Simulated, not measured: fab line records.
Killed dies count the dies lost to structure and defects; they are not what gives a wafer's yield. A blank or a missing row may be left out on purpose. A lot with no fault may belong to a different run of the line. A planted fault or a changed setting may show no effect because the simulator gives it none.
One fault seen from 2 desks ; flow gf180mcu ; every desk sees just its own numbers, and what lay behind them comes last

## AT THE TOOL OWNER'S DESK: pvd-sputter-04
The tool's own readings at GF_TOP_METAL_SPUTTER_02 (material AlCu, target thk 900 nm, time 47.82 s): means of the sampled wafers that have a number, for each lot that ran on this tool. If a lot's mean is further than 4 standard deviations from the usual mean, the lot is out of limits and carries the mark OUT (the distance appears in the brackets).
Columns: A = throttle-valve-pct at GF_TOP_METAL_SPUTTER_02, usual 30.4 %
lot;first seen here;A
L254;day 29 02:48;30.2
L258;day 29 22:22;30.5
L266;day 32 04:35;30.4
Result from this desk: across the 3 lots, nothing is out of limits.

## METROLOGY DESK
Means of the sampled wafers that have a number, per lot and without regard to the tool the lot ran on: this is what the gauges read. If a lot's mean is further than 4 standard deviations from the usual mean, the lot is out of limits and carries the mark OUT (the distance appears in the brackets).
Columns: A = V5_CVD_00_THK at GF_V5_THK_MEAS_01, usual 300 nm; B = TOP_METAL_ALCU_RS at GF_TOP_METAL_RS_MEAS_05, usual 0.0329 ohm/sq; C = TOP_METAL_ALCU_THK at GF_TOP_METAL_THK_MEAS_06, usual 885 nm
lot;first seen here;A;B;C
L249;day 26 18:41;298;0.0330;888
L250;day 26 22:52;301;0.0333;875
L253;day 27 12:28;299;0.0326;893
L255;day 28 03:38;302;0.0336;870
L254;day 28 04:28;299;0.0329;885
L256;day 28 16:26;302;0.0332;875
L258;day 29 00:46;301;0.0320;908
L259;day 29 11:01;294;0.0329;886
L260;day 29 15:37;298;0.0325;897
L261;day 29 23:26;303;0.0333;879
L265;day 31 02:05;300;0.0331;878
L266;day 31 08:32;301;0.0384 (+13) OUT;792 (-7.7) OUT
This desk reports L266 out of limits; the earliest was L266 at day 32 04:40 (TOP_METAL_ALCU_RS at GF_TOP_METAL_RS_MEAS_05). In limits: L249, L250, L253, L255, L254, L256, L258, L259, L260, L261, L265.

## BROUGHT TOGETHER
An alarm was possible from the metrology desk at day 32 04:40, on L266.
Nothing out of limits was seen by the tool owner's desk.
The tool owner's desk has L266 on record, within its limits.
Of the lots named, all ran GF_TOP_METAL_SPUTTER_02 on pvd-sputter-04.

## WHAT WAS PUT IN BY THE SIMULATOR
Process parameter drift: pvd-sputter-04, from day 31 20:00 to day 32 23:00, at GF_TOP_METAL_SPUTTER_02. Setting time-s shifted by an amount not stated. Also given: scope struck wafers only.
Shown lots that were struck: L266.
Time in hours between the start of the fault and the first out-of-limits reading at each desk: metrology desk, 9.
